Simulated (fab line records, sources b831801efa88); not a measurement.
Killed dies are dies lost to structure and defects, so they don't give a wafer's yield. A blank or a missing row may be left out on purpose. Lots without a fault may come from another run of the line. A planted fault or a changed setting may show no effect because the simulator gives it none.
A struck lot beside a sound one | flow gf180mcu | 17 steps out of a route of 602
Sound: wafers L869.3, L869.5, L869.6. Struck: wafer L878.1. (L878.3, L878.6 of the same lot were not struck and are left out.) The cause comes at the end.
At each step with rows: each side's tool, then ch and its chambers, then its first start. Under that, the readings that differ: sound wafers | struck wafers | difference of the means | sigmas: that difference in standard deviations of wafers without a fault.
alike: readings whose means differ by less than 2 such deviations, and words and numbers that are the same on both sides. not compared: withheld readings, readings that some wafer has no value for, bounds like >300 that may hide the same value, and numbers for which the record gives no deviation and whose values overlap.
The two part at a step that has a row with sigmas, a row that says differs or no value, or rows on one side only. Numbers that don't overlap but have no deviation are shown without sigmas and don't part them. A reading that every wafer of one side lacks parts them only if that side has two wafers or more.

first, 3 steps without rows for these wafers: GF_V2_EXPOSE_11 (exposes mask Via2, target cd 260 nm); GF_V2_PEB_12 (peb time 90 s); GF_V2_DEVELOP_13 (develop time 60 s).
GF_V2_CD_MEAS_14: target cd 260 nm.
  sound on cd_sem-02, day 21 09:43; struck on cd_sem-01, day 24 17:34
  alike: cd_nm
GF_V2_OVL_MEAS_15:
  sound on overlay-01, day 21 09:49; struck on overlay-02, day 24 17:41
  alike: V2_OVL
GF_V2_ETCH_16: etches BARC in N2/H2.
  sound on rie_diel-01 ch 0,2,3, day 21 09:50; struck on rie_diel-03 ch 0, day 24 17:43
  alike: drypump_motor_current_A, oes_product_au, throttle_valve_pct
GF_V2_ETCH_17: etches SiO2 in C4F8/O2/Ar, stops on TiN, target depth 630 nm.
  sound on rie_diel-01 ch 0,2,3; struck on rie_diel-03 ch 0
  alike: oes_product_au
GF_V2_STRIP_18: strips in O2/N2.
  sound on plasma_asher-04 ch 0,1, day 21 10:00; struck on plasma_asher-03 ch 0, day 24 17:50
  reading                | sound | struck | difference                   | sigmas
  rf_hours_counter_h (h) | - - - | 97     | no value on the sound wafers |
  alike: drypump_motor_current_A, heater_power_w, oes_product_au
then, 2 steps without rows for these wafers: GF_V2_STRIP_19 (strips in post etch residue remover, time 1200 s); GF_V2_CLEAN_20 (cleans in DIW).
GF_V2_SPUTTER_21: material Ti, target thk 15 nm, time 80.02 s.
  sound on pvd_sputter-02, day 21 10:30; struck on pvd_sputter-04, day 24 18:23
  alike: chamber_pressure_pa, throttle_valve_pct
then, 1 step without rows for these wafers: GF_V2_SPUTTER_22 (material TiN, target thk 10 nm, time 40 s).
GF_V2_CVD_23: deposits W, target thk 350 nm, time 104.94 s.
  sound on cvd_w-02 ch 0,1, day 21 10:38; struck on cvd_w-01 ch 1, day 24 18:29
  reading                          | sound                | struck | difference                   | sigmas
  since_wet_clean_h (h)            | - - -                | 666    | no value on the sound wafers |
  susceptor_temp_C (C)             | 399.74 399.91 400.11 | 383.49 | -16.43                       | -68
  model.W_of_V2_CVD_23.thk_nm (nm) | 341.5 348.9 347.2    | 260.3  | -85.6                        |
  alike: chamber_pressure_Torr, heater_power_w
GF_V2_RS_MEAS_24: measures by four-point-probe.
  sound on film_metro-03, day 21 10:46; struck on film_metro-03, day 24 18:53
  reading          | sound             | struck | difference | sigmas
  V2_W_RS (ohm/sq) | 0.335 0.328 0.329 | 0.442  | +0.111     | +32
  not compared: hold
GF_V2_THK_MEAS_25: measures by xrf.
  sound on film_metro-03, day 21 10:52; struck on film_metro-03, day 24 23:50
  reading       | sound       | struck | difference | sigmas
  V2_W_THK (nm) | 343 349 349 | 260    | -87        | -18
  not compared: hold
GF_V2_CMP_26: polishes, stops on SiO2, t overpolish 15 s, target thk 0 nm.
  sound on cmp-01 ch 0,1,3, day 21 11:00; struck on cmp-02 ch 2, day 25 02:55
  reading                | sound          | struck                   | difference                   | sigmas
  hold                   | - - -          | await_dispo/2.7h/release | no value on the sound wafers |
  motor_current_A (A)    | 12.5 11.9 13.2 | 9.2                      | -3.3                         | -3
  time_to_endpoint_s (s) | 86 84 85       | 60                       | -25                          | -5
GF_M3_SPUTTER_00: material Ti, target thk 37.5 nm, time 150 s.
  sound on pvd_sputter-03, day 21 11:12; struck on pvd_sputter-02, day 25 03:13
  alike: chamber_pressure_pa, throttle_valve_pct

WHERE THEY PART
First at GF_V2_STRIP_18; last, within this record, at GF_V2_CMP_26. Later steps at which nothing parts them and some readings are alike: GF_M3_SPUTTER_00.

WHY: what the simulator had put in
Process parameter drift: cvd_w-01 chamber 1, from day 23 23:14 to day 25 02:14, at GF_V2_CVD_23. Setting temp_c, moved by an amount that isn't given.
